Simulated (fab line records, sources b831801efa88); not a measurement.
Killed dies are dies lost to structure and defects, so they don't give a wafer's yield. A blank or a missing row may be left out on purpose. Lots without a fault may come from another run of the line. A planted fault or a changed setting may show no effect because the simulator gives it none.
fab line records | flow gf180mcu
record lots=5 wafers=15 last_day=33
route steps=602 shown M2@363 V2@382
lots that met no fault: from a run of the same line without faults
start_h: hours from the record's first day to the start of the lot's first wafer shown | wait_h: hours since the lot's step before | " the same as in the row above | L1.1+2: a row that stands for several wafers | - no value, or no start given | * or withheld: withheld | < > ~ a bound
route shown NAME@n: a module of which the file shows steps, and the number in the route of the first | usual: mean/standard deviation of fault-free wafers | same: alike in all rows | chamber/n: place in a boat | sites: the reading at each site | _std_site: their standard deviation | _edge_site: outer sites' mean less inner sites' | radius_mm: how far each site lies from the wafer's centre | mask NAME#n: copy n | behind: the tool/chamber that last shaped the wafer | hold: why the lot was held/for how many hours/how that ended | device: the transistor (n, p or np) that didn't switch | end of line: the same wafers' tests at the end of the route | a step without rows: its recipe alone | killed: dies lost to structure and defects at the first sort, not the wafer's yield | map: a wafer's dies, x killed, . not, _ none there
set.NAME: the setting as run; set.NAME@STEP: as run at that earlier step | model.NAME: the simulator's own value behind a step, which no gauge read
lots at some steps of the route; a table a step, a row a wafer
services: from which hour (start_h, from the record's first day; less than 0 if before it) a tool's chamber was out of use, for how many hours, and why
## steps
# step GF_M2_SPUTTER_01
# recipe material=TiN target_thk_nm=30 power_w=6500 time_s=25 chamber_pressure_pa=0.4
# usual throttle_valve_pct=30.5/1.2
# columns lot.wafer tool chamber start_h wait_h throttle_valve_pct
L080.1 pvd_sputter-04 - 487.41 0.1 28.4
L080.2 " - " " 32.3
L080.5 " - " " 32.4
L083.1 pvd_sputter-04 - 506.00 0.1 28.2
L083.2 " - " " 32.3
L083.5 " - " " 31.1
L084.1 pvd_sputter-02 - 522.73 0.1 28.8
L084.4 " - " " 29.1
L084.6 " - " " 29.5
L087.1 pvd_sputter-04 - 543.29 0.1 32.6
L087.4 " - " " 31.2
L087.6 " - " " 32.7
L090.1 pvd_sputter-04 - 578.82 0.1 30.8
L090.2 " - " " 31.0
L090.5 " - " " 32.2
# step GF_M2_SPUTTER_02
# recipe material=AlCu target_thk_nm=450 power_w=10600 time_s=23.9 chamber_pressure_pa=0.4
# usual throttle_valve_pct=30.4/1.2
# columns lot.wafer tool chamber start_h wait_h throttle_valve_pct
L080.1 pvd_sputter-04 - 487.44 0.0 28.4
L080.2 " - " " 32.4
L080.5 " - " " 32.5
L083.1 pvd_sputter-04 - 506.04 0.0 28.3
L083.2 " - " " 32.5
L083.5 " - " " 31.0
L084.1 pvd_sputter-02 - 522.76 0.0 29.1
L084.4 " - " " 29.1
L084.6 " - " " 29.8
L087.1 pvd_sputter-04 - 543.32 0.0 32.3
L087.4 " - " " 30.8
L087.6 " - " " 32.4
L090.1 pvd_sputter-04 - 578.85 0.0 30.8
L090.2 " - " " 31.0
L090.5 " - " " 32.6
# step GF_M2_SPUTTER_03
# recipe material=Ti target_thk_nm=10 substrate_temp_c=300 chamber_pressure_pa=0.3 power_w=3000 time_s=6.7
# usual throttle_valve_pct=30.4/1.2
# columns lot.wafer tool chamber start_h wait_h throttle_valve_pct
L080.1 pvd_sputter-04 - 487.47 0.0 28.3
L080.2 " - " " 32.3
L080.5 " - " " 32.5
L083.1 pvd_sputter-04 - 506.07 0.0 28.6
L083.2 " - " " 32.2
L083.5 " - " " 30.9
L084.1 pvd_sputter-02 - 522.79 0.0 28.8
L084.4 " - " " 29.1
L084.6 " - " " 29.8
L087.1 pvd_sputter-04 - 543.35 0.0 32.4
L087.4 " - " " 31.3
L087.6 " - " " 32.2
L090.1 pvd_sputter-04 - 578.88 0.0 30.8
L090.2 " - " " 31.1
L090.5 " - " " 32.2
# step GF_M2_SPUTTER_04
# recipe material=TiN target_thk_nm=50 power_w=6500 time_s=41.7 chamber_pressure_pa=0.4
# usual throttle_valve_pct=30.4/1.2
# columns lot.wafer tool chamber start_h wait_h throttle_valve_pct
L080.1 pvd_sputter-04 - 487.49 0.0 28.5
L080.2 " - " " 32.5
L080.5 " - " " 32.4
L083.1 pvd_sputter-04 - 506.09 0.0 28.2
L083.2 " - " " 32.5
L083.5 " - " " 31.0
L084.1 pvd_sputter-02 - 522.81 0.0 28.9
L084.4 " - " " 29.2
L084.6 " - " " 29.5
L087.1 pvd_sputter-04 - 543.37 0.0 32.2
L087.4 " - " " 30.9
L087.6 " - " " 32.5
L090.1 pvd_sputter-04 - 578.90 0.0 30.9
L090.2 " - " " 31.2
L090.5 " - " " 32.4
# step GF_M2_RS_MEAS_05
# recipe thk_meas_gauge=four-point-probe reads=TiN_of_M2_SPUTTER_04+Ti_of_M2_SPUTTER_03+AlCu_of_M2_SPUTTER_02+TiN_of_M2_SPUTTER_01+Ti_of_M2_SPUTTER_00
# usual M2_ALCU_RS=0.0690/0.00058
# columns lot.wafer tool chamber start_h wait_h M2_ALCU_RS[ohm/sq]
L080.1 film_metro-03 - 487.53 0.0 0.0691
L080.2 " - " " 0.0698
L080.5 " - " " 0.0695
L083.1 film_metro-04 - 506.13 0.0 0.0680
L083.2 " - " " 0.0687
L083.5 " - " " 0.0680
L084.1 film_metro-04 - 522.85 0.0 0.0699
L084.4 " - " " 0.0684
L084.6 " - " " 0.0695
L087.1 film_metro-04 - 543.41 0.0 0.0698
L087.4 " - " " 0.0695
L087.6 " - " " 0.0694
L090.1 film_metro-04 - 578.94 0.0 0.0694
L090.2 " - " " 0.0686
L090.5 " - " " 0.0691
# step GF_M2_THK_MEAS_06
# recipe thk_meas_gauge=xrf reads=AlCu_of_M2_SPUTTER_02
# usual M2_ALCU_THK=449/4.7
# columns lot.wafer tool chamber start_h wait_h M2_ALCU_THK[nm]
L080.1 film_metro-03 - 487.65 0.1 450
L080.2 " - " " 448
L080.5 " - " " 449
L083.1 film_metro-04 - 506.25 0.1 452
L083.2 " - " " 448
L083.5 " - " " 452
L084.1 film_metro-04 - 522.97 0.1 441
L084.4 " - " " 451
L084.6 " - " " 445
L087.1 film_metro-04 - 543.53 0.1 441
L087.4 " - " " 445
L087.6 " - " " 442
L090.1 film_metro-04 - 579.06 0.1 438
L090.2 " - " " 446
L090.5 " - " " 440
# step GF_M2_DEHYDRATE_07
# recipe temp_c=200 time_s=60
# columns lot.wafer tool chamber start_h wait_h
L080.1+2+5 litho_track-04 0 499.31 11.7
L083.1+2+5 litho_track-01 0 517.65 11.4
L084.1+4+6 litho_track-01 0 533.90 10.9
L087.1+4+6 litho_track-02 0 553.68 10.1
L090.1+2+5 litho_track-01 0 588.15 9.1
# step GF_M2_HMDS_08
# recipe prime_time_s=60 prime_temp_c=120
# columns lot.wafer tool chamber start_h wait_h
L080.1+2+5 litho_track-04 0 499.46 0.1
L083.1+2+5 litho_track-01 0 517.80 0.1
L084.1+4+6 litho_track-01 0 534.05 0.1
L087.1+4+6 litho_track-02 0 553.83 0.1
L090.1+2+5 litho_track-01 0 588.30 0.1
# step GF_M2_COAT_09
# recipe resist=KrF spin_rpm=withheld resist_thk_nm=1000
# columns lot.wafer tool chamber start_h wait_h
L080.1+2+5 litho_track-04 0 499.61 0.1
L083.1+2+5 litho_track-01 0 517.95 0.1
L084.1+4+6 litho_track-01 0 534.20 0.1
L087.1+4+6 litho_track-02 0 553.98 0.1
L090.1+2+5 litho_track-01 0 588.45 0.1
# step GF_M2_SOFTBAKE_10
# recipe temp_c=130 time_s=60 resist=KrF
# columns lot.wafer tool chamber start_h wait_h
L080.1+2+5 litho_track-04 0 499.76 0.1
L083.1+2+5 litho_track-01 0 518.10 0.1
L084.1+4+6 litho_track-01 0 534.35 0.1
L087.1+4+6 litho_track-02 0 554.13 0.1
L090.1+2+5 litho_track-01 0 588.60 0.1
# step GF_M2_EXPOSE_11
# recipe mask_id=Metal2 target_cd_nm=280 na=0.68 source_shape=conventional sigma_outer=0.6 dose_mj=28
# columns lot.wafer tool chamber start_h wait_h mask
L080.1+2+5 krf_scanner-01 0 - - Metal2#0
L083.1+2+5 krf_scanner-02 0 - - Metal2#0
L084.1+4+6 krf_scanner-02 0 - - Metal2#0
L087.1+4+6 krf_scanner-02 0 - - Metal2#0
L090.1+2+5 krf_scanner-02 0 - - Metal2#0
# step GF_M2_PEB_12
# recipe peb_temp_c=135 peb_time_s=90 resist=KrF
# same peb_time_s=90
# columns lot.wafer tool chamber start_h wait_h
L080.1+2+5 litho_track-01 0 - -
L083.1+2+5 litho_track-01 0 - -
L084.1+4+6 litho_track-04 0 - -
L087.1+4+6 litho_track-04 0 - -
L090.1+2+5 litho_track-04 0 - -
# step GF_M2_DEVELOP_13
# recipe develop_time_s=60 dev_temp_c=21
# columns lot.wafer tool chamber start_h wait_h
L080.1+2+5 litho_track-01 0 510.80 0.2
L083.1+2+5 litho_track-01 0 529.75 0.2
L084.1+4+6 litho_track-04 0 545.76 0.2
L087.1+4+6 litho_track-04 0 563.41 0.2
L090.1+2+5 litho_track-04 0 599.61 0.2
# step GF_M2_CD_MEAS_14
# recipe target_cd_nm=280
# usual cd_nm=279.6/1.2
# columns lot.wafer tool chamber start_h wait_h cd_nm
L080.1 cd_sem-01 - 510.95 0.1 279.2
L080.2 " - " " 281.0
L080.5 " - " " 280.2
L083.1 cd_sem-02 - 529.90 0.1 280.8
L083.2 " - " " 280.1
L083.5 " - " " 278.7
L084.1 cd_sem-02 - 545.91 0.1 282.6
L084.4 " - " " 281.9
L084.6 " - " " 283.7
L087.1 cd_sem-02 - 563.56 0.1 279.0
L087.4 " - " " 278.0
L087.6 " - " " 277.5
L090.1 cd_sem-01 - 599.76 0.1 278.3
L090.2 " - " " 278.2
L090.5 " - " " 279.0
# step GF_M2_OVL_MEAS_15
# usual M2_OVL=1/5.9
# columns lot.wafer tool chamber start_h wait_h M2_OVL[nm]
L080.1 overlay-01 - 511.07 0.1 -7
L080.2 " - " " 6
L080.5 " - " " -6
L083.1 overlay-02 - 530.02 0.1 2
L083.2 " - " " 4
L083.5 " - " " -6
L084.1 overlay-02 - 546.03 0.1 -1
L084.4 " - " " 11
L084.6 " - " " 7
L087.1 overlay-02 - 563.68 0.1 0
L087.4 " - " " -6
L087.6 " - " " -8
L090.1 overlay-01 - 599.88 0.1 -2
L090.2 " - " " 4
L090.5 " - " " -4
# step GF_M2_METAL_ETCH_16
# recipe chemistry=Cl2/BCl3 mask_material=KrF target_depth_nm=627.5 stop_on=SiO2 pressure_mtorr=8 icp_w=800 bias_w=140 Cl2_flow_sccm=80 bcl3_flow_sccm=40 time_s=104.6
# usual bcl3_flow_sccm=39.98/0.12 bias_w=140.1/0.45 drypump_motor_current_A=5.7/0.6 oes_product_au=0.974/0.0058 throttle_valve_pct=28.247/0.01
# columns lot.wafer tool chamber start_h wait_h bcl3_flow_sccm bias_w drypump_motor_current_A oes_product_au rf_hours_counter_h throttle_valve_pct
L080.1 rie_metal-04 1 511.11 0.0 39.98 140.0 5.2 0.983 7 28.249
L080.2 " 1 " " 39.93 140.1 5.2 0.976 - 28.249
L080.5 " 1 " " 39.93 140.4 5.2 0.977 - 28.242
L083.1 rie_metal-03 1 530.06 0.0 39.95 140.3 4.8 0.977 6 28.236
L083.2 " 0 " " 39.94 139.7 6.1 0.969 2 28.250
L083.5 " 1 " " 39.87 139.6 4.8 0.976 - 28.232
L084.1 rie_metal-04 0 546.06 0.0 40.11 140.3 6.3 0.968 0 28.250
L084.4 " 0 " " 39.91 140.2 6.3 0.974 - 28.249
L084.6 " 0 " " 39.80 140.2 6.3 0.977 - 28.238
L087.1 rie_metal-04 1 563.71 0.0 40.02 140.2 5.2 0.971 8 28.248
L087.4 " 0 " " 40.03 139.5 6.3 0.977 - 28.252
L087.6 " 1 " " 39.99 140.3 5.2 0.971 - 28.280
L090.1 rie_metal-04 0 599.91 0.0 40.12 140.6 6.3 0.967 2 28.244
L090.2 " 1 " " 39.63 140.2 5.2 0.980 8 28.256
L090.5 " 0 " " 40.12 140.4 6.3 0.965 - 28.256
# step GF_M2_STRIP_17
# recipe chemistry=O2/N2 power_w=1400 pressure_mtorr=1500 platen_temp_c=250 o2_flow_sccm=3000 n2_flow_sccm=300 overash_fraction=0.5
# usual drypump_motor_current_A=5.8/0.55 heater_power_w=329/49 oes_product_au=0.557/0.0048 strip_time_to_endpoint_s=7.88/0.049
# same overash_fraction=0.5
# columns lot.wafer tool chamber start_h wait_h drypump_motor_current_A heater_power_w oes_product_au rf_hours_counter_h strip_time_to_endpoint_s
L080.1 plasma_asher-03 0 511.33 0.2 5.7 321 0.554 4 7.83
L080.2 " 1 " " 6.6 278 0.546 4 7.88
L080.5 " 0 " " 5.7 313 0.553 - 7.82
L083.1 plasma_asher-04 0 530.17 0.1 4.9 383 0.556 73 7.82
L083.2 " 1 " " 5.9 300 0.569 73 7.96
L083.5 " 0 " " 4.9 392 0.556 - 7.85
L084.1 plasma_asher-04 1 546.29 0.2 5.9 303 0.561 75 7.90
L084.4 " 1 " " 5.9 296 0.557 - 7.88
L084.6 " 1 " " 5.9 296 0.552 - 7.84
L087.1 plasma_asher-02 1 563.83 0.1 6.2 302 0.556 100 7.79
L087.4 " 0 " " 5.8 429 0.560 - 7.91
L087.6 " 0 " " 5.7 430 0.553 - 7.85
L090.1 plasma_asher-02 1 600.03 0.1 6.2 302 0.557 103 7.85
L090.2 " 0 " " 5.8 427 0.563 103 7.80
L090.5 " 1 " " 6.2 291 0.567 - 7.91
# step GF_M2_STRIP_18
# recipe chemistry=post_etch_residue_remover time_s=1200 temp_c=72.5
# columns lot.wafer tool chamber start_h wait_h
L080.1+2+5 wet_bench-03 1 511.43 0.1
L083.1+2+5 wet_bench-01 3 530.27 0.1
L084.1+4+6 wet_bench-03 2 546.39 0.1
L087.1+4+6 wet_bench-03 1 563.93 0.1
L090.1+2+5 wet_bench-04 3 600.13 0.1
# step GF_M2_CLEAN_19
# recipe chemistry=DIW dry=n2_spin
# columns lot.wafer tool chamber start_h wait_h
L080.1+2+5 wet_bench-04 1 511.77 0.0
L083.1+2+5 wet_bench-04 3 530.68 0.0
L084.1+4+6 wet_bench-04 2 546.73 0.0
L087.1+4+6 wet_bench-04 3 564.27 0.0
L090.1+2+5 wet_bench-03 1 600.47 0.0
# step GF_V2_CVD_00
# recipe material=SiO2 target_thk_nm=600 sigma_open_frac=0.3 temp_c=400 time_s=100 sih4_flow_sccm=60 pressure_mtorr=6
# columns lot.wafer tool chamber start_h wait_h
L080.1+2+5 hdpcvd-01 2,0,1 511.87 0.0
L083.1+2+5 hdpcvd-02 1,2,2 530.77 0.0
L084.1+4+6 hdpcvd-01 1,0,1 554.51 7.7
L087.1+4+6 hdpcvd-01 1,1,0 564.36 0.0
L090.1+2+5 hdpcvd-01 0,1,1 600.56 0.0
# step GF_V2_THK_MEAS_01
# recipe reads=SiO2_of_V2_CVD_00
# usual V2_CVD_00_THK=599/6.8
# columns lot.wafer tool chamber start_h wait_h V2_CVD_00_THK[nm]
L080.1 film_metro-01 - 511.94 0.0 595
L080.2 " - " " 593
L080.5 " - " " 596
L083.1 film_metro-01 - 530.88 0.1 604
L083.2 " - " " 617
L083.5 " - " " 611
L084.1 film_metro-02 - 554.69 0.1 598
L084.4 " - " " 598
L084.6 " - " " 599
L087.1 film_metro-01 - 564.43 0.0 594
L087.4 " - " " 595
L087.6 " - " " 594
L090.1 film_metro-03 - 600.63 0.0 593
L090.2 " - " " 598
L090.5 " - " " 593
# step GF_V2_CVD_02
# recipe material=SiO2 target_thk_nm=850 precursor=TEOS temp_c=400 time_s=94.851 rf_w=600
# usual heater_power_w=665/100
# columns lot.wafer tool chamber start_h wait_h heater_power_w
L080.1 pecvd-01 1 512.00 0.1 818
L080.2 " 2 " " 524
L080.5 " 2 " " 566
L083.1 pecvd-02 0 530.94 0.1 581
L083.2 " 1 " " 732
L083.5 " 1 " " 774
L084.1 pecvd-04 0 554.75 0.1 663
L084.4 " 0 " " 722
L084.6 " 1 " " 541
L087.1 pecvd-04 0 564.49 0.1 664
L087.4 " 1 " " 566
L087.6 " 2 " " 720
L090.1 pecvd-02 0 600.69 0.1 554
L090.2 " 1 " " 696
L090.5 " 2 " " 787
# step GF_V2_THK_MEAS_03
# recipe reads=SiO2_of_V2_CVD_02
# usual V2_CVD_02_THK=848/11
# columns lot.wafer tool chamber start_h wait_h V2_CVD_02_THK[nm]
L080.1 film_metro-02 - 512.07 0.0 831
L080.2 " - " " 833
L080.5 " - " " 845
L083.1 film_metro-03 - 531.01 0.0 863
L083.2 " - " " 847
L083.5 " - " " 865
L084.1 film_metro-02 - 554.82 0.0 848
L084.4 " - " " 862
L084.6 " - " " 845
L087.1 film_metro-02 - 564.56 0.0 826
L087.4 " - " " 839
L087.6 " - " " 844
L090.1 film_metro-03 - 600.76 0.0 858
L090.2 " - " " 836
L090.5 " - " " 849
# step GF_V2_CMP_04
# recipe material=SiO2 down_force_psi=4 platen_rpm=60 pad_velocity_m_s=0.94248
# usual motor_current_A=11.9/1.5 platen_rpm=60.00/0.037 time_to_endpoint_s=78/5.1
# columns lot.wafer tool chamber start_h wait_h motor_current_A platen_rpm time_to_endpoint_s
L080.2 cmp-01 0 512.23 0.1 11.0 59.97 77
L080.1 " 1 " " 10.5 60.00 69
L080.5 " 2 " " 10.4 60.01 78
L083.1 cmp-01 0 531.07 0.1 11.1 60.05 89
L083.2 " 3 " " 15.0 59.99 75
L083.5 " 0 " " 11.0 60.01 86
L084.1 cmp-02 0 555.21 0.4 12.1 60.02 80
L084.4 " 1 " " 11.6 60.04 88
L084.6 " 0 " " 11.6 59.92 77
L087.4 cmp-01 2 564.69 0.1 10.2 59.97 72
L087.1 " 3 " " 14.5 59.97 68
L087.6 " 3 " " 14.5 59.95 74
L090.1 cmp-02 1 600.87 0.1 11.5 60.04 80
L090.2 " 2 " " 15.0 59.98 70
L090.5 " 1 " " 11.1 59.99 74
# step GF_V2_BOW_MEAS_05
# recipe mode=bow
# usual V2_BOW=102/8.8
# columns lot.wafer tool chamber start_h wait_h V2_BOW[um]
L080.1 film_metro-03 - 512.43 0.1 97
L080.2 " - " " 96
L080.5 " - " " 88
L083.1 film_metro-01 - 531.37 0.2 89
L083.2 " - " " 95
L083.5 " - " " 93
L084.1 film_metro-02 - 555.51 0.2 97
L084.4 " - " " 91
L084.6 " - " " 101
L087.1 film_metro-02 - 564.99 0.2 106
L087.4 " - " " 102
L087.6 " - " " 107
L090.1 film_metro-02 - 601.12 0.2 119
L090.2 " - " " 107
L090.5 " - " " 109
# step GF_V2_DEHYDRATE_06
# recipe temp_c=200 time_s=60
# columns lot.wafer tool chamber start_h wait_h
L080.1+2+5 litho_track-01 0 523.80 11.4
L083.1+2+5 litho_track-02 0 542.33 10.9
L084.1+4+6 litho_track-03 0 564.94 9.4
L087.1+4+6 litho_track-01 0 576.80 11.8
L090.1+2+5 litho_track-02 0 610.28 9.1
# step GF_V2_HMDS_07
# recipe prime_time_s=60 prime_temp_c=120
# columns lot.wafer tool chamber start_h wait_h
L080.1+2+5 litho_track-01 0 523.95 0.1
L083.1+2+5 litho_track-02 0 542.48 0.1
L084.1+4+6 litho_track-03 0 565.09 0.1
L087.1+4+6 litho_track-01 0 576.95 0.1
L090.1+2+5 litho_track-02 0 610.43 0.1
# step GF_V2_COAT_08
# recipe resist=BARC temp_c=withheld time_s=withheld spin_rpm=withheld resist_thk_nm=withheld
# columns lot.wafer tool chamber start_h wait_h
L080.1+2+5 litho_track-01 0 524.10 0.1
L083.1+2+5 litho_track-02 0 542.63 0.1
L084.1+4+6 litho_track-03 0 565.24 0.1
L087.1+4+6 litho_track-01 0 577.10 0.1
L090.1+2+5 litho_track-02 0 610.58 0.1
# step GF_V2_COAT_09
# recipe resist=KrF spin_rpm=withheld resist_thk_nm=1000
# columns lot.wafer tool chamber start_h wait_h
L080.1+2+5 litho_track-01 0 - -
L083.1+2+5 litho_track-02 0 - -
L084.1+4+6 litho_track-03 0 - -
L087.1+4+6 litho_track-01 0 - -
L090.1+2+5 litho_track-02 0 - -
# step GF_V2_SOFTBAKE_10
# recipe temp_c=130 time_s=60 resist=KrF
# columns lot.wafer tool chamber start_h wait_h
L080.1+2+5 litho_track-01 0 - -
L083.1+2+5 litho_track-02 0 - -
L084.1+4+6 litho_track-03 0 - -
L087.1+4+6 litho_track-01 0 - -
L090.1+2+5 litho_track-02 0 - -
# step GF_V2_EXPOSE_11
# recipe mask_id=Via2 target_cd_nm=260 na=0.68 source_shape=conventional sigma_outer=0.6 dose_mj=38
# columns lot.wafer tool chamber start_h wait_h mask
L080.1+2+5 krf_scanner-02 0 - - Via2#0
L083.1+2+5 krf_scanner-01 0 - - Via2#0
L084.1+4+6 krf_scanner-02 0 - - Via2#0
L087.1+4+6 krf_scanner-01 0 - - Via2#0
L090.1+2+5 krf_scanner-02 0 - - Via2#0
# step GF_V2_PEB_12
# recipe peb_temp_c=135.7 peb_time_s=90 resist=KrF
# same peb_time_s=90
# columns lot.wafer tool chamber start_h wait_h
L080.1+2+5 litho_track-01 0 - -
L083.1+2+5 litho_track-01 0 - -
L084.1+4+6 litho_track-02 0 - -
L087.1+4+6 litho_track-01 0 - -
L090.1+2+5 litho_track-02 0 - -
# step GF_V2_DEVELOP_13
# recipe develop_time_s=60 resist=KrF dev_temp_c=21
# columns lot.wafer tool chamber start_h wait_h
L080.1+2+5 litho_track-01 0 535.45 0.2
L083.1+2+5 litho_track-01 0 553.25 0.2
L084.1+4+6 litho_track-02 0 577.48 0.2
L087.1+4+6 litho_track-01 0 587.10 0.2
L090.1+2+5 litho_track-02 0 622.18 0.2
# step GF_V2_CD_MEAS_14
# recipe target_cd_nm=260
# usual cd_nm=260.1/1.2
# columns lot.wafer tool chamber start_h wait_h cd_nm
L080.1 cd_sem-01 - 535.60 0.1 260.7
L080.2 " - " " 258.7
L080.5 " - " " 260.8
L083.1 cd_sem-02 - 553.40 0.1 261.4
L083.2 " - " " 260.9
L083.5 " - " " 261.5
L084.1 cd_sem-01 - 577.63 0.1 259.5
L084.4 " - " " 261.0
L084.6 " - " " 259.4
L087.1 cd_sem-01 - 587.25 0.1 258.2
L087.4 " - " " 259.1
L087.6 " - " " 258.0
L090.1 cd_sem-01 - 622.33 0.1 261.6
L090.2 " - " " 261.7
L090.5 " - " " 260.5
# step GF_V2_OVL_MEAS_15
# usual V2_OVL=5/4.6
# columns lot.wafer tool chamber start_h wait_h V2_OVL[nm]
L080.1 overlay-01 - 535.72 0.1 0
L080.2 " - " " 11
L080.5 " - " " 6
L083.1 overlay-01 - 553.52 0.1 2
L083.2 " - " " 6
L083.5 " - " " 4
L084.1 overlay-01 - 577.75 0.1 8
L084.4 " - " " 2
L084.6 " - " " 2
L087.1 overlay-01 - 587.37 0.1 7
L087.4 " - " " 9
L087.6 " - " " 13
L090.1 overlay-02 - 622.45 0.1 1
L090.2 " - " " 6
L090.5 " - " " 5
# step GF_V2_ETCH_16
# recipe chemistry=N2/H2 target_depth_a=withheld overetch_a=withheld time_s=withheld target=BARC ion_energy_ev=200 source_w=500 bias_w=100 pressure_mtorr=30 n2_flow_sccm=100 h2_flow_sccm=200
# usual bias_w=99.96/0.29 drypump_motor_current_A=5.7/0.44 oes_product_au=0.855/0.0049 throttle_valve_pct=13.226/0.009
# columns lot.wafer tool chamber start_h wait_h bias_w drypump_motor_current_A oes_product_au throttle_valve_pct
L080.1 rie_diel-03 2 535.76 0.0 100.21 6.6 0.857 13.230
L080.2 " 3 " " 100.27 5.9 0.855 13.238
L080.5 " 3 " " 99.66 5.9 0.851 13.223
L083.1 rie_diel-02 3 553.56 0.0 99.92 5.3 0.856 13.204
L083.2 " 2 " " 99.94 5.4 0.864 13.227
L083.5 " 2 " " 100.18 5.4 0.861 13.218
L084.1 rie_diel-03 1 577.78 0.0 99.51 5.7 0.856 13.224
L084.4 " 0 " " 99.89 5.2 0.867 13.215
L084.6 " 0 " " 99.94 5.2 0.849 13.231
L087.1 rie_diel-01 0 587.41 0.0 99.87 5.6 0.857 13.228
L087.4 " 2 " " 99.91 5.7 0.858 13.235
L087.6 " 0 " " 99.55 5.6 0.861 13.230
L090.1 rie_diel-02 1 622.48 0.0 99.37 4.9 0.861 13.226
L090.2 " 3 " " 100.41 5.3 0.849 13.218
L090.5 " 2 " " 99.95 5.4 0.856 13.218
# step GF_V2_ETCH_17
# recipe chemistry=C4F8/O2/Ar mask_material=KrF target=SiO2 stop_on=TiN source_w=1500 bias_w=1200 pressure_mtorr=40 c4f8_flow_sccm=withheld O2_flow_sccm=6 Ar_flow_sccm=300 time_s=withheld target_depth_a=6300
# usual bias_w=1200/3.9 oes_product_au=0.857/0.0048
# columns lot.wafer tool chamber start_h wait_h bias_w oes_product_au
L080.1 rie_diel-03 2 - - 1203 0.851
L080.2 " 3 " " 1198 0.863
L080.5 " 3 " " 1202 0.868
L083.1 rie_diel-02 3 - - 1202 0.859
L083.2 " 2 " " 1198 0.853
L083.5 " 2 " " 1197 0.860
L084.1 rie_diel-03 1 - - 1202 0.850
L084.4 " 0 " " 1195 0.856
L084.6 " 0 " " 1193 0.856
L087.1 rie_diel-01 0 - - 1199 0.860
L087.4 " 2 " " 1201 0.859
L087.6 " 0 " " 1207 0.859
L090.1 rie_diel-02 1 - - 1200 0.861
L090.2 " 3 " " 1191 0.852
L090.5 " 2 " " 1206 0.851
# step GF_V2_STRIP_18
# recipe chemistry=O2/N2 power_w=1400 pressure_mtorr=1500 platen_temp_c=250 o2_flow_sccm=3000 n2_flow_sccm=300 overash_fraction=0.5
# usual drypump_motor_current_A=5.8/0.41 heater_power_w=338/49 oes_product_au=0.593/0.0051
# same overash_fraction=0.5
# columns lot.wafer tool chamber start_h wait_h drypump_motor_current_A heater_power_w oes_product_au rf_hours_counter_h
L080.1 plasma_asher-03 0 535.89 - 5.7 317 0.591 7
L080.2 " 1 " " 6.6 286 0.599 7
L080.5 " 1 " " 6.6 280 0.590 -
L083.1 plasma_asher-02 0 553.69 - 5.7 429 0.600 98
L083.2 " 1 " " 6.2 303 0.583 98
L083.5 " 0 " " 5.8 431 0.595 -
L084.1 plasma_asher-01 1 577.91 - 5.7 339 0.592 51
L084.4 " 0 " " 5.2 316 0.581 -
L084.6 " 0 " " 5.2 323 0.591 -
L087.1 plasma_asher-01 0 587.54 - 5.2 315 0.592 52
L087.4 " 0 " " 5.2 322 0.596 -
L087.6 " 0 " " 5.2 318 0.589 -
L090.1 plasma_asher-01 0 622.61 - 5.2 324 0.588 55
L090.2 " 1 " " 5.7 335 0.601 55
L090.5 " 1 " " 5.7 335 0.591 -
# step GF_V2_STRIP_19
# recipe chemistry=post_etch_residue_remover time_s=1200 temp_c=72.5
# columns lot.wafer tool chamber start_h wait_h
L080.1+2+5 wet_bench-04 1 535.99 0.1
L083.1+2+5 wet_bench-03 0 553.79 0.1
L084.1+4+6 wet_bench-03 3 578.01 0.1
L087.1+4+6 wet_bench-04 1 587.64 0.1
L090.1+2+5 wet_bench-02 1 622.71 0.1
# step GF_V2_CLEAN_20
# recipe chemistry=DIW dry=n2_spin
# columns lot.wafer tool chamber start_h wait_h
L080.1+2+5 wet_bench-02 2 536.33 0.0
L083.1+2+5 wet_bench-03 1 554.13 0.0
L084.1+4+6 wet_bench-02 3 578.35 0.0
L087.1+4+6 wet_bench-02 0 587.98 0.0
L090.1+2+5 wet_bench-04 2 623.05 0.0
# step GF_V2_SPUTTER_21
# recipe material=Ti target_thk_nm=15 chamber_pressure_pa=5 power_w=2500 substrate_temp_c=200 time_s=80.02
# usual throttle_valve_pct=29.6/1.3
# columns lot.wafer tool chamber start_h wait_h throttle_valve_pct
L080.1 pvd_sputter-01 - 536.42 0.0 31.6
L080.2 " - " " 27.6
L080.5 " - " " 29.8
L083.1 pvd_sputter-01 - 554.22 0.0 30.0
L083.2 " - " " 27.5
L083.5 " - " " 27.9
L084.1 pvd_sputter-02 - 578.45 0.0 28.7
L084.4 " - " " 29.4
L084.6 " - " " 29.1
L087.1 pvd_sputter-01 - 588.07 0.0 27.8
L087.4 " - " " 29.7
L087.6 " - " " 27.5
L090.1 pvd_sputter-01 - 623.15 0.0 27.7
L090.2 " - " " 31.6
L090.5 " - " " 28.1
# step GF_V2_SPUTTER_22
# recipe material=TiN target_thk_nm=10 chamber_pressure_pa=5 power_w=4000 time_s=40
# usual throttle_valve_pct=29.7/1.3
# columns lot.wafer tool chamber start_h wait_h throttle_valve_pct
L080.1 pvd_sputter-01 - 536.48 0.0 31.6
L080.2 " - " " 27.6
L080.5 " - " " 29.9
L083.1 pvd_sputter-01 - 554.28 0.0 29.8
L083.2 " - " " 28.0
L083.5 " - " " 27.7
L084.1 pvd_sputter-02 - 578.51 0.0 28.9
L084.4 " - " " 29.6
L084.6 " - " " 29.4
L087.1 pvd_sputter-01 - 588.13 0.0 27.6
L087.4 " - " " 29.8
L087.6 " - " " 27.6
L090.1 pvd_sputter-01 - 623.21 0.0 27.8
L090.2 " - " " 31.5
L090.5 " - " " 28.0
## services
# columns tool chamber start_h hours kind
cmp-01 - 477.16 4.5 repair
plasma_asher-02 - 477.50 2.8 pm
rie_diel-02 1 478.08 2.7 repair
rie_diel-02 3 489.69 3.7 repair
pvd_sputter-02 - 493.07 5.3 repair
krf_scanner-02 - 502.98 0.3 repair
krf_scanner-01 - 509.11 1.3 pm
rie_diel-03 0 520.57 5.9 repair
pvd_sputter-01 - 523.20 2.3 repair
plasma_asher-02 - 524.55 2.0 repair
plasma_asher-01 - 535.08 2.8 pm
hdpcvd-01 - 539.25 15.0 pm
rie_metal-04 1 543.69 12.3 repair
krf_scanner-02 - 543.76 1.0 pm
krf_scanner-02 - 571.85 1.3 pm
pvd_sputter-01 - 578.48 1.2 repair
hdpcvd-01 - 584.92 14.6 pm
krf_scanner-02 - 589.91 0.8 pm
wet_bench-03 - 597.84 1.7 repair
pvd_sputter-04 - 605.96 5.5 repair
rie_diel-02 1 612.17 2.3 repair
rie_diel-02 0 612.81 12.4 repair
rie_metal-04 - 614.04 2.8 pm
hdpcvd-01 - 618.50 2.8 pm
## key
fault none
